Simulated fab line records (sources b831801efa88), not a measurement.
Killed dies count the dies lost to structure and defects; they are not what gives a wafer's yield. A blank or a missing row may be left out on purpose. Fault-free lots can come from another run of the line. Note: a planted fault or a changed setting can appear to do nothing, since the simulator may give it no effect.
fab line records	flow sky130
record: lots: 24	wafers: 72	last_day: 50
route steps=708 shown POLY_GATE@231 LI_CONTACT@378 LOCAL_INTERCONNECT@399 METAL2@489 CAPM@538
lots that met no fault: taken from a fault-free run of the same line
start_h: hours from the record's first day to the start of the lot's first wafer shown	wait_h: hours elapsed since this lot's preceding step	" repeats the value in the row above	L1.1+2: several wafers, shown together as one row	- value missing, or start not given	* or withheld: withheld	< > ~ a bound
route shown NAME@n: names a module that has steps shown in the file, with the first one's number in the route	usual: mean/standard deviation of fault-free wafers	same: alike in all rows	chamber/n: place in a boat	sites: per-site readings	_std_site: the values' standard deviation	_edge_site: the outer-site mean with the inner-site mean subtracted	radius_mm: how far each site lies from the wafer's centre	mask NAME#n: copy n	behind: the tool/chamber that last shaped the wafer	hold: reason for holding the lot/hours on hold/outcome of the hold	device: which transistor (n, p or np) failed to switch	end of line: at the end of the route, the tests of the same wafers	a step with no rows: only its recipe	killed: dies lost to structure and defects at the first sort, not the wafer's yield	map: a wafer's dies, x killed, . not, _ none there
set.NAME: the setting the step ran with; set.NAME@STEP: the setting that earlier step ran with	model.NAME: the simulator's own value behind a step, which no gauge read
one table for each step of the route and one row for each wafer, over a sample of lots
services: the hour from which a tool's chamber was out of use, counted from the record's first day as start_h (under 0 if before that day), plus the number of hours and why
== steps ==
step: SKY_POLY_GATE_ETCH_17
recipe: target_depth_nm: 180	stop_on: SiO2	over_etch_frac: 0.56667	chemistry: HBr/Cl2	target: poly-Si	icp_w: 400	bias_w: 100	pressure_mtorr: 10	HBr_flow_sccm: 150	Cl2_flow_sccm: 50	time_s: 70.5
usual: drypump_motor_current_A: 5.8/0.61	oes_product_au: 0.986/0.008	throttle_valve_pct: 33.684/0.0095
lot.wafer	tool	chamber	start_h	wait_h	drypump_motor_current_A	oes_product_au	rf_hours_counter_h	throttle_valve_pct
L074.4	rie_si-02	1	373.29	0.0	6.5	0.983	36	33.683
L074.5	"	0	"	"	5.8	0.990	-	33.677
L074.6	"	1	"	"	6.5	0.974	-	33.679
L076.2	rie_si-02	3	383.45	0.0	5.0	0.988	25	33.683
L076.3	"	1	"	"	6.5	0.968	36	33.679
L076.6	"	2	"	"	6.3	0.984	-	33.689
L075.1	rie_si-01	1	384.37	0.0	6.5	0.972	3	33.684
L075.2	"	2	"	"	5.6	0.985	27	33.689
L075.3	"	3	"	"	4.9	0.979	3	33.697
L077.2	rie_si-02	3	407.62	0.0	5.0	0.991	25	33.688
L077.3	"	2	"	"	6.3	0.985	3	33.692
L077.5	"	2	"	"	6.3	0.992	-	33.679
L078.4	rie_si-01	2	414.84	0.0	5.6	0.975	27	33.681
L078.5	"	0	"	"	5.8	0.993	-	33.687
L078.6	"	3	"	"	4.9	0.976	-	33.702
L079.1	rie_si-01	0	422.30	0.0	5.8	0.993	6	33.687
L079.2	"	3	"	"	4.9	0.967	3	33.687
L079.5	"	2	"	"	5.6	0.976	-	33.693
L080.2	rie_si-01	0	437.97	0.0	5.8	0.990	6	33.683
L080.3	"	2	"	"	5.6	0.975	27	33.690
L080.6	"	1	"	"	6.6	0.974	-	33.672
L081.2	rie_si-02	1	438.92	0.0	6.5	0.986	36	33.676
L081.5	"	3	"	"	5.0	0.989	-	33.664
L081.6	"	0	"	"	5.8	0.980	-	33.689
L082.3	rie_si-01	2	446.72	0.0	5.5	0.980	27	33.687
L082.4	"	0	"	"	5.8	0.991	6	33.683
L082.6	"	1	"	"	6.6	0.988	-	33.676
L083.1	rie_si-02	1	449.60	0.0	6.5	0.974	36	33.690
L083.5	"	0	"	"	5.8	0.986	-	33.696
L083.6	"	1	"	"	6.5	0.990	-	33.676
L084.2	rie_si-01	1	476.54	0.0	6.5	0.981	4	33.692
L084.3	"	0	"	"	5.8	0.985	6	33.671
L084.4	"	2	"	"	5.5	0.981	28	33.676
L086.2	rie_si-02	2	479.64	0.0	6.3	0.986	3	33.671
L086.3	"	1	"	"	6.5	0.978	37	33.667
L086.6	"	3	"	"	5.0	0.997	-	33.677
L085.1	rie_si-01	3	479.85	0.0	4.9	0.984	4	33.676
L085.4	"	1	"	"	6.5	0.984	4	33.692
L085.6	"	2	"	"	5.5	0.991	-	33.683
L088.2	rie_si-02	1	489.92	0.0	6.5	0.986	37	33.688
L088.4	"	0	"	"	5.8	0.992	0	33.676
L088.5	"	1	"	"	6.5	0.979	-	33.672
L087.2	rie_si-01	0	492.72	0.0	5.8	0.992	6	33.700
L087.3	"	1	"	"	6.6	0.982	4	33.684
L087.4	"	3	"	"	4.9	0.981	4	33.688
L089.2	rie_si-02	1	501.85	0.0	6.5	0.973	37	33.688
L089.5	"	0	"	"	5.9	0.984	-	33.683
L089.6	"	3	"	"	5.0	0.989	-	33.679
L090.1	rie_si-01	0	503.45	0.0	5.8	0.989	6	33.693
L090.2	"	3	"	"	4.9	0.978	4	33.696
L090.6	"	1	"	"	6.5	0.979	-	33.702
L091.2	rie_si-02	2	515.19	0.0	6.3	0.989	3	33.687
L091.4	"	1	"	"	6.5	0.983	37	33.696
L091.5	"	3	"	"	5.0	1.001	-	33.684
L092.1	rie_si-01	1	524.34	0.0	6.5	0.992	4	33.680
L092.2	"	0	"	"	5.8	0.992	7	33.695
L092.4	"	3	"	"	4.9	0.975	4	33.676
L093.1	rie_si-02	2	529.54	0.0	6.3	0.994	3	33.688
L093.2	"	0	"	"	5.8	0.995	0	33.691
L093.6	"	1	"	"	6.5	0.983	-	33.688
L094.3	rie_si-01	1	540.79	0.0	6.6	0.991	4	33.683
L094.4	"	3	"	"	4.9	0.993	4	33.676
L094.5	"	2	"	"	5.6	0.990	-	33.691
L095.3	rie_si-02	1	552.41	0.0	6.6	0.987	37	33.684
L095.5	"	3	"	"	5.0	0.995	-	33.690
L095.6	"	2	"	"	6.3	0.990	-	33.689
L096.1	rie_si-01	1	575.67	0.0	6.5	0.979	4	33.697
L096.3	"	2	"	"	5.6	0.981	28	33.684
L096.5	"	3	"	"	4.8	0.970	-	33.684
L097.1	rie_si-02	0	577.24	0.0	5.8	0.992	0	33.678
L097.5	"	1	"	"	6.5	0.968	-	33.669
L097.6	"	2	"	"	6.3	0.976	-	33.680
step: SKY_LI_CONTACT_STRIP_16
recipe: chemistry: O2/N2	power_w: 1400	pressure_mtorr: 1500	platen_temp_c: withheld	o2_flow_sccm: 3000	n2_flow_sccm: 300	overash_fraction: 0.5
usual: drypump_motor_current_A: 5.9/0.48	oes_product_au: 0.377/0.0048	strip_time_to_endpoint_s: 3.51/0.034
lot.wafer	tool	chamber	start_h	wait_h	drypump_motor_current_A	oes_product_au	rf_hours_counter_h	strip_time_to_endpoint_s
L074.4	plasma_asher-01	0	677.53	-	5.3	0.378	-	3.50
L074.5	"	1	"	"	6.3	0.373	-	3.51
L074.6	"	0	"	"	5.3	0.379	-	3.49
L076.2	plasma_asher-01	0	687.74	-	5.3	0.373	22	3.53
L076.3	"	0	"	"	5.3	0.382	-	3.55
L076.6	"	0	"	"	5.3	0.377	-	3.51
L075.1	plasma_asher-04	1	689.79	-	6.7	0.377	55	3.47
L075.2	"	0	"	"	5.4	0.373	55	3.55
L075.3	"	1	"	"	6.7	0.377	-	3.56
L078.4	plasma_asher-01	0	714.38	-	5.3	0.373	-	3.47
L078.5	"	1	"	"	6.3	0.371	-	3.48
L078.6	"	0	"	"	5.3	0.373	-	3.49
L077.2	plasma_asher-03	1	720.60	-	5.7	0.374	88	3.53
L077.3	"	0	"	"	6.3	0.376	-	3.49
L077.5	"	1	"	"	5.7	0.370	-	3.50
L079.1	plasma_asher-04	1	726.44	-	6.6	0.374	58	3.49
L079.2	"	0	"	"	5.4	0.378	58	3.54
L079.5	"	1	"	"	6.6	0.378	-	3.47
L080.2	plasma_asher-01	1	737.79	-	6.2	0.385	27	3.52
L080.3	"	1	"	"	6.3	0.388	-	3.45
L080.6	"	1	"	"	6.2	0.384	-	3.52
L081.2	plasma_asher-03	0	740.83	-	6.3	0.385	90	3.53
L081.5	"	0	"	"	6.3	0.373	-	3.48
L081.6	"	1	"	"	5.7	0.373	-	3.49
L082.3	plasma_asher-03	0	749.99	-	6.3	0.379	-	3.51
L082.4	"	1	"	"	5.7	0.384	-	3.58
L082.6	"	0	"	"	6.3	0.385	-	3.57
L083.1	plasma_asher-01	1	754.60	-	6.3	0.369	29	3.44
L083.5	"	1	"	"	6.3	0.375	-	3.44
L083.6	"	0	"	"	5.3	0.375	-	3.50
L084.2	plasma_asher-01	1	772.84	-	6.2	0.374	31	3.48
L084.3	"	0	"	"	5.3	0.378	-	3.46
L084.4	"	1	"	"	6.2	0.382	-	3.55
L086.2	plasma_asher-01	0	777.79	-	5.3	0.381	32	3.56
L086.3	"	0	"	"	5.3	0.376	-	3.50
L086.6	"	1	"	"	6.3	0.382	-	3.57
L085.1	plasma_asher-01	1	779.94	-	6.3	0.373	32	3.49
L085.4	"	1	"	"	6.3	0.376	-	3.49
L085.6	"	1	"	"	6.3	0.377	-	3.47
L088.2	plasma_asher-01	1	784.65	-	6.2	0.376	32	3.50
L088.4	"	0	"	"	5.3	0.384	-	3.55
L088.5	"	0	"	"	5.3	0.378	-	3.51
L087.2	plasma_asher-03	0	790.74	-	6.3	0.376	95	3.54
L087.3	"	1	"	"	5.7	0.387	-	3.54
L087.4	"	0	"	"	6.3	0.376	-	3.51
L089.2	plasma_asher-01	0	796.04	-	5.3	0.379	34	3.49
L089.5	"	1	"	"	6.2	0.363	-	3.48
L089.6	"	0	"	"	5.3	0.378	-	3.47
L090.1	plasma_asher-01	0	797.19	-	5.3	0.370	34	3.50
L090.2	"	1	"	"	6.3	0.371	34	3.49
L090.6	"	0	"	"	5.3	0.374	-	3.52
L091.2	plasma_asher-03	0	811.89	-	6.3	0.371	97	3.48
L091.4	"	1	"	"	5.7	0.373	-	3.55
L091.5	"	1	"	"	5.7	0.372	-	3.55
L092.1	plasma_asher-04	1	817.94	-	6.6	0.372	68	3.52
L092.2	"	0	"	"	5.4	0.378	68	3.47
L092.4	"	1	"	"	6.6	0.382	-	3.53
L093.1	plasma_asher-03	1	823.75	-	5.7	0.372	98	3.47
L093.2	"	0	"	"	6.3	0.380	98	3.53
L093.6	"	1	"	"	5.7	0.378	-	3.52
L094.3	plasma_asher-01	0	831.33	-	5.3	0.385	-	3.53
L094.4	"	1	"	"	6.3	0.375	-	3.54
L094.5	"	1	"	"	6.2	0.375	-	3.53
L095.3	plasma_asher-01	0	841.87	-	5.3	0.373	-	3.50
L095.5	"	1	"	"	6.3	0.369	-	3.48
L095.6	"	0	"	"	5.3	0.381	-	3.46
L096.1	plasma_asher-04	0	861.59	-	5.3	0.379	72	3.51
L096.3	"	0	"	"	5.3	0.381	-	3.54
L096.5	"	1	"	"	6.7	0.369	-	3.53
L097.1	plasma_asher-03	1	865.85	-	5.7	0.378	102	3.57
L097.5	"	0	"	"	6.3	0.378	-	3.50
L097.6	"	1	"	"	5.7	0.373	-	3.56
step: SKY_LOCAL_INTERCONNECT_OVL_MEAS_12
usual: LOCAL_INTERCONNECT_OVL: -2/5.3
lot.wafer	tool	chamber	start_h	wait_h	LOCAL_INTERCONNECT_OVL[nm]
L074.4	overlay-02	-	707.59	0.1	2
L074.5	"	-	"	"	-6
L074.6	"	-	"	"	-4
L076.2	overlay-01	-	716.53	0.1	-5
L076.3	"	-	"	"	-11
L076.6	"	-	"	"	-4
L075.1	overlay-01	-	719.85	0.1	-1
L075.2	"	-	"	"	-9
L075.3	"	-	"	"	-1
L078.4	overlay-01	-	743.02	0.1	3
L078.5	"	-	"	"	6
L078.6	"	-	"	"	1
L077.2	overlay-02	-	748.61	0.1	-5
L077.3	"	-	"	"	-14
L077.5	"	-	"	"	-5
L079.1	overlay-02	-	755.18	0.1	-3
L079.2	"	-	"	"	-2
L079.5	"	-	"	"	1
L080.2	overlay-01	-	767.33	0.1	-2
L080.3	"	-	"	"	-2
L080.6	"	-	"	"	2
L081.2	overlay-01	-	770.53	0.1	4
L081.5	"	-	"	"	-2
L081.6	"	-	"	"	-1
L082.3	overlay-01	-	779.44	0.1	1
L082.4	"	-	"	"	1
L082.6	"	-	"	"	6
L083.1	overlay-01	-	784.27	0.1	-1
L083.5	"	-	"	"	-4
L083.6	"	-	"	"	-8
L084.2	overlay-02	-	801.08	0.1	4
L084.3	"	-	"	"	4
L084.4	"	-	"	"	-7
L086.2	overlay-02	-	805.88	0.1	-4
L086.3	"	-	"	"	-7
L086.6	"	-	"	"	0
L085.1	overlay-02	-	808.95	0.1	-5
L085.4	"	-	"	"	-4
L085.6	"	-	"	"	-1
L088.2	overlay-02	-	813.08	0.1	7
L088.4	"	-	"	"	7
L088.5	"	-	"	"	-1
L087.2	overlay-02	-	819.03	0.1	-1
L087.3	"	-	"	"	-4
L087.4	"	-	"	"	-8
L089.2	overlay-01	-	824.48	0.1	-4
L089.5	"	-	"	"	-10
L089.6	"	-	"	"	-2
L090.1	overlay-01	-	825.42	0.1	2
L090.2	"	-	"	"	-6
L090.6	"	-	"	"	-5
L091.2	overlay-02	-	839.83	0.1	-2
L091.4	"	-	"	"	1
L091.5	"	-	"	"	-1
L092.1	overlay-01	-	845.55	0.1	-5
L092.2	"	-	"	"	-6
L092.4	"	-	"	"	-13
L093.1	overlay-01	-	851.57	0.1	-3
L093.2	"	-	"	"	7
L093.6	"	-	"	"	13
L094.3	overlay-01	-	857.82	0.1	-10
L094.4	"	-	"	"	-2
L094.5	"	-	"	"	-11
L095.3	overlay-02	-	869.29	0.1	-1
L095.5	"	-	"	"	7
L095.6	"	-	"	"	0
L096.1	overlay-01	-	887.78	0.1	-3
L096.3	"	-	"	"	-3
L096.5	"	-	"	"	0
L097.1	overlay-02	-	892.40	0.1	3
L097.5	"	-	"	"	3
L097.6	"	-	"	"	-3
step: SKY_LOCAL_INTERCONNECT_METAL_ETCH_14
recipe: target_depth_nm: 110	stop_on: PSG	chemistry: Cl2/BCl3	target: TiN	resist_sidewall_deg: 88	pressure_mtorr: 10	icp_w: 900	bias_w: 48.5	Cl2_flow_sccm: 60	bcl3_flow_sccm: 30	time_s: 31.4
usual: drypump_motor_current_A: 5.5/0.5	oes_product_au: 0.944/0.0082	throttle_valve_pct: 21.899/0.011
lot.wafer	tool	chamber	start_h	wait_h	drypump_motor_current_A	oes_product_au	rf_hours_counter_h	throttle_valve_pct
L074.4	rie_metal-04	1	707.69	0.0	5.7	0.955	-	21.904
L074.5	"	0	"	"	5.0	0.944	-	21.889
L074.6	"	1	"	"	5.7	0.950	-	21.876
L076.2	rie_metal-04	1	716.62	0.0	5.7	0.937	12	21.905
L076.3	"	0	"	"	5.0	0.934	-	21.890
L076.6	"	0	"	"	5.0	0.932	-	21.907
L075.1	rie_metal-03	0	719.95	0.0	5.0	0.954	7	21.900
L075.2	"	1	"	"	5.7	0.952	13	21.901
L075.3	"	0	"	"	5.1	0.952	-	21.896
L078.4	rie_metal-03	1	743.12	0.0	5.7	0.947	-	21.889
L078.5	"	0	"	"	5.0	0.933	-	21.882
L078.6	"	1	"	"	5.7	0.936	-	21.908
L077.2	rie_metal-04	0	748.70	0.0	5.0	0.943	10	21.886
L077.3	"	0	"	"	5.0	0.947	-	21.906
L077.5	"	0	"	"	5.0	0.951	-	21.911
L079.1	rie_metal-03	1	755.34	0.1	5.7	0.948	14	21.875
L079.2	"	1	"	"	5.7	0.939	-	21.889
L079.5	"	1	"	"	5.7	0.943	-	21.888
L080.2	rie_metal-04	0	767.42	0.0	5.0	0.942	10	21.911
L080.3	"	1	"	"	5.7	0.947	-	21.894
L080.6	"	1	"	"	5.7	0.952	-	21.889
L081.2	rie_metal-03	1	770.70	0.1	5.7	0.950	-	21.903
L081.5	"	1	"	"	5.7	0.946	-	21.886
L081.6	"	1	"	"	5.7	0.939	-	21.924
L082.3	rie_metal-02	0	779.54	0.0	6.5	0.947	-	21.896
L082.4	"	1	"	"	6.3	0.948	-	21.891
L082.6	"	0	"	"	6.5	0.947	-	21.899
L083.1	rie_metal-04	1	784.37	0.0	5.6	0.945	14	21.895
L083.5	"	1	"	"	5.7	0.952	-	21.902
L083.6	"	0	"	"	5.0	0.936	-	21.927
L084.2	rie_metal-03	1	801.17	0.0	5.7	0.940	16	21.911
L084.3	"	0	"	"	5.1	0.933	-	21.893
L084.4	"	1	"	"	5.7	0.939	-	21.888
L086.2	rie_metal-02	0	805.97	0.0	6.5	0.937	14	21.906
L086.3	"	0	"	"	6.5	0.934	-	21.934
L086.6	"	0	"	"	6.5	0.939	-	21.910
L085.1	rie_metal-04	1	809.05	0.0	5.7	0.955	15	21.887
L085.4	"	1	"	"	5.7	0.954	-	21.897
L085.6	"	1	"	"	5.7	0.953	-	21.898
L088.2	rie_metal-03	1	813.17	0.0	5.7	0.961	17	21.900
L088.4	"	0	"	"	5.1	0.947	-	21.896
L088.5	"	0	"	"	5.1	0.949	-	21.892
L087.2	rie_metal-03	0	819.12	0.0	5.1	0.939	10	21.898
L087.3	"	1	"	"	5.7	0.932	-	21.910
L087.4	"	0	"	"	5.1	0.950	-	21.898
L089.2	rie_metal-02	0	824.57	0.0	6.5	0.934	15	21.887
L089.5	"	0	"	"	6.5	0.928	-	21.908
L089.6	"	1	"	"	6.3	0.936	-	21.911
L090.1	rie_metal-04	0	825.59	0.1	5.0	0.951	12	21.908
L090.2	"	0	"	"	5.0	0.954	-	21.894
L090.6	"	0	"	"	5.0	0.954	-	21.894
L091.2	rie_metal-04	0	839.92	0.0	5.0	0.956	13	21.897
L091.4	"	0	"	"	5.0	0.949	-	21.894
L091.5	"	1	"	"	5.7	0.945	-	21.891
L092.1	rie_metal-04	0	845.65	0.0	5.0	0.942	13	21.900
L092.2	"	1	"	"	5.7	0.941	0	21.911
L092.4	"	1	"	"	5.7	0.947	-	21.890
L093.1	rie_metal-02	1	851.67	0.0	6.3	0.937	17	21.884
L093.2	"	0	"	"	6.5	0.949	16	21.882
L093.6	"	1	"	"	6.3	0.937	-	21.913
L094.3	rie_metal-03	0	858.00	0.1	5.0	0.943	-	21.917
L094.4	"	0	"	"	5.0	0.945	-	21.900
L094.5	"	0	"	"	5.1	0.957	-	21.891
L095.3	rie_metal-04	0	869.39	0.0	5.0	0.947	-	21.895
L095.5	"	1	"	"	5.7	0.937	-	21.889
L095.6	"	0	"	"	5.0	0.950	-	21.888
L096.1	rie_metal-03	1	887.87	0.0	5.7	0.939	1	21.897
L096.3	"	0	"	"	5.1	0.939	-	21.919
L096.5	"	0	"	"	5.0	0.939	-	21.899
L097.1	rie_metal-03	0	892.50	0.0	5.1	0.949	13	21.902
L097.5	"	1	"	"	5.7	0.944	-	21.901
L097.6	"	0	"	"	5.1	0.953	-	21.888
step: SKY_METAL2_THK_MEAS_06
recipe: thk_meas_gauge: xrf	reads: AlCu_of_METAL2_SPUTTER_02
usual: METAL2_ALCU_THK: 253/3.8
lot.wafer	tool	chamber	start_h	wait_h	METAL2_ALCU_THK[nm]
L074.4	film_metro-01	-	795.37	0.1	254
L074.5	"	-	"	"	248
L074.6	"	-	"	"	255
L076.2	film_metro-03	-	804.84	0.1	255
L076.3	"	-	"	"	255
L076.6	"	-	"	"	257
L075.1	film_metro-01	-	807.75	0.1	257
L075.2	"	-	"	"	253
L075.3	"	-	"	"	258
L078.4	film_metro-02	-	830.01	0.1	249
L078.5	"	-	"	"	250
L078.6	"	-	"	"	252
L077.2	film_metro-02	-	835.82	0.1	261
L077.3	"	-	"	"	256
L077.5	"	-	"	"	258
L079.1	film_metro-03	-	842.59	0.1	252
L079.2	"	-	"	"	248
L079.5	"	-	"	"	248
L080.2	film_metro-02	-	853.54	0.1	260
L080.3	"	-	"	"	258
L080.6	"	-	"	"	253
L081.2	film_metro-01	-	857.30	0.1	247
L081.5	"	-	"	"	250
L081.6	"	-	"	"	249
L082.3	film_metro-02	-	865.94	0.1	257
L082.4	"	-	"	"	257
L082.6	"	-	"	"	249
L083.1	film_metro-02	-	869.78	0.1	258
L083.5	"	-	"	"	259
L083.6	"	-	"	"	255
L084.2	film_metro-03	-	884.80	0.1	256
L084.3	"	-	"	"	254
L084.4	"	-	"	"	250
L086.2	film_metro-03	-	888.28	0.1	252
L086.3	"	-	"	"	257
L086.6	"	-	"	"	260
L085.1	film_metro-03	-	893.84	0.1	247
L085.4	"	-	"	"	252
L085.6	"	-	"	"	248
L088.2	film_metro-02	-	896.85	0.1	253
L088.4	"	-	"	"	254
L088.5	"	-	"	"	254
L087.2	film_metro-03	-	902.80	0.1	249
L087.3	"	-	"	"	251
L087.4	"	-	"	"	250
L089.2	film_metro-01	-	907.75	0.1	252
L089.5	"	-	"	"	257
L089.6	"	-	"	"	258
L090.1	film_metro-01	-	909.18	0.1	253
L090.2	"	-	"	"	252
L090.6	"	-	"	"	252
L091.2	film_metro-01	-	922.55	0.1	253
L091.4	"	-	"	"	251
L091.5	"	-	"	"	252
L092.1	film_metro-03	-	927.93	0.1	248
L092.2	"	-	"	"	257
L092.4	"	-	"	"	252
L093.1	film_metro-01	-	931.74	0.1	251
L093.2	"	-	"	"	251
L093.6	"	-	"	"	249
L094.3	film_metro-02	-	938.60	0.1	248
L094.4	"	-	"	"	248
L094.5	"	-	"	"	250
L095.3	film_metro-02	-	950.92	0.1	254
L095.5	"	-	"	"	257
L095.6	"	-	"	"	249
L096.1	film_metro-01	-	967.48	0.1	251
L096.3	"	-	"	"	251
L096.5	"	-	"	"	249
L097.1	film_metro-01	-	972.48	0.1	252
L097.5	"	-	"	"	250
L097.6	"	-	"	"	252
step: SKY_CAPM_THK_MEAS_01
recipe: reads: SiO2_of_CAPM_CVD_00
usual: CAPM_CVD_00_THK: 15.54/0.21
lot.wafer	tool	chamber	start_h	wait_h	CAPM_CVD_00_THK[nm]
L074.4	film_metro-04	-	851.14	-	15.68
L074.5	"	-	"	"	15.96
L074.6	"	-	"	"	15.58
L076.2	film_metro-04	-	860.35	-	15.42
L076.3	"	-	"	"	15.54
L076.6	"	-	"	"	15.56
L075.1	film_metro-01	-	864.06	-	15.51
L075.2	"	-	"	"	15.44
L075.3	"	-	"	"	15.43
L078.4	film_metro-01	-	884.99	-	15.90
L078.5	"	-	"	"	15.68
L078.6	"	-	"	"	15.57
L077.2	film_metro-01	-	890.19	-	15.53
L077.3	"	-	"	"	15.35
L077.5	"	-	"	"	15.73
L079.1	film_metro-02	-	897.29	-	15.15
L079.2	"	-	"	"	15.49
L079.5	"	-	"	"	15.54
L080.2	film_metro-01	-	906.93	-	15.45
L080.3	"	-	"	"	15.00
L080.6	"	-	"	"	15.51
L081.2	film_metro-01	-	911.30	-	15.39
L081.5	"	-	"	"	15.70
L081.6	"	-	"	"	15.55
L082.3	film_metro-02	-	919.11	-	15.41
L082.4	"	-	"	"	15.61
L082.6	"	-	"	"	15.53
L083.1	film_metro-02	-	922.58	-	15.31
L083.5	"	-	"	"	15.72
L083.6	"	-	"	"	15.33
L084.2	film_metro-01	-	937.27	-	15.41
L084.3	"	-	"	"	15.38
L084.4	"	-	"	"	15.76
L086.2	film_metro-02	-	940.27	-	15.54
L086.3	"	-	"	"	15.53
L086.6	"	-	"	"	15.65
L085.1	film_metro-01	-	946.42	-	15.63
L085.4	"	-	"	"	15.84
L085.6	"	-	"	"	15.77
L088.2	film_metro-02	-	950.06	-	15.36
L088.4	"	-	"	"	15.78
L088.5	"	-	"	"	15.89
L087.2	film_metro-04	-	954.79	-	15.15
L087.3	"	-	"	"	15.14
L087.4	"	-	"	"	15.58
L089.2	film_metro-04	-	959.83	-	15.36
L089.5	"	-	"	"	15.38
L089.6	"	-	"	"	15.76
L090.1	film_metro-02	-	961.20	-	15.39
L090.2	"	-	"	"	15.30
L090.6	"	-	"	"	15.61
L091.2	film_metro-02	-	973.76	-	15.52
L091.4	"	-	"	"	15.69
L091.5	"	-	"	"	15.71
L092.1	film_metro-04	-	979.42	-	15.26
L092.2	"	-	"	"	15.42
L092.4	"	-	"	"	15.61
L093.1	film_metro-01	-	983.36	-	15.27
L093.2	"	-	"	"	15.31
L093.6	"	-	"	"	15.67
L094.3	film_metro-04	-	989.49	-	15.39
L094.4	"	-	"	"	15.64
L094.5	"	-	"	"	15.81
L095.3	film_metro-02	-	1001.45	-	15.49
L095.5	"	-	"	"	15.66
L095.6	"	-	"	"	16.00
L096.1	film_metro-01	-	1016.85	-	15.92
L096.3	"	-	"	"	15.38
L096.5	"	-	"	"	15.71
L097.1	film_metro-01	-	1021.54	-	15.55
L097.5	"	-	"	"	15.54
L097.6	"	-	"	"	15.95
== services ==
tool	chamber	start_h	hours	kind
rie_si-01	-	351.43	2.8	pm
rie_si-02	-	354.72	14.6	pm
rie_si-01	-	369.32	14.6	pm
rie_si-02	2	377.68	5.7	repair
rie_si-01	0	386.16	19.8	repair
rie_si-02	3	388.03	4.2	repair
rie_si-01	1	397.17	2.5	repair
plasma_asher-01	-	421.25	9.0	pm
plasma_asher-01	-	430.25	28.1	pm
rie_si-01	1	430.61	1.4	repair
plasma_asher-01	-	453.58	1.9	repair
plasma_asher-01	-	483.58	2.6	repair
plasma_asher-01	-	551.27	2.0	repair
rie_si-01	2	557.36	2.2	repair
rie_si-02	-	596.82	0.2	repair
rie_metal-04	-	660.36	1.4	pm
rie_metal-03	-	676.48	0.1	repair
rie_si-01	1	699.73	5.8	repair
rie_metal-04	-	703.17	2.8	pm
rie_metal-03	0	752.81	3.8	repair
rie_metal-03	0	768.88	11.3	repair
rie_si-01	1	809.03	21.0	repair
rie_si-01	2	869.15	2.5	repair
rie_si-02	-	873.29	2.8	pm
== key ==
fault none
